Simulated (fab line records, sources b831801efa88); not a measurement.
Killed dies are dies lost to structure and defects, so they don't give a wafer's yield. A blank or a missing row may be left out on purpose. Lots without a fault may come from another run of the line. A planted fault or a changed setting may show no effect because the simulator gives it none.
Chamber matching | flow gf180mcu | GF_V5_ETCH_17 on rie_diel-03: 4 sister chambers
The step etches SiO2 in C4F8/O2/Ar, stops on TiN, target depth 855 nm. 4 wafers are shown with their chamber, then 7 later ones without.

WAFERS WITH THEIR CHAMBER
wafer  | chamber | oes_product_au (a.u.)
L176.3 | 1       | 0.852
L180.6 | 0       | 0.863
L182.1 | 3       | 0.867
L182.4 | 2       | 0.866

WAFERS WITHOUT THEIR CHAMBER
wafer  | oes_product_au (a.u.)
L182.5 | 0.860
L190.3 | 0.864
L190.4 | 0.855
L190.6 | 0.858
L195.2 | 0.858
L195.3 | 0.862
L195.6 | 0.854

WHICH CHAMBER EACH WENT THROUGH
wafer  | from the rows above               | in truth
L182.5 | can't be placed: 0 or 2 or 3 or 1 | 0
L190.3 | can't be placed: 0 or 2 or 3      | 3
L190.4 | can't be placed: 1 or 0           | 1
L190.6 | can't be placed: 0 or 1 or 2 or 3 | 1
L195.2 | can't be placed: 0 or 1 or 2 or 3 | 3
L195.3 | can't be placed: 0 or 2 or 3      | 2
L195.6 | 1                                 | 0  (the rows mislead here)
Placed correctly: 0 of 7. Can't be placed from these rows: 6 (the true chamber is among the candidates in 6). Placed wrongly: 1.
How it was worked out, from the rows above alone: a wafer's distance from a chamber is the root of the sum, over the readings, of the square of ((its reading less the chamber's mean) divided by the reading's scatter). The wafer belongs to the nearest chamber; if the next one is less than 2 further off, it can't be placed. A chamber's mean is the mean of its shown wafers. The scatter: with one shown wafer a chamber, the root of the mean of the squares of how far each hidden wafer lies from its nearest shown one.
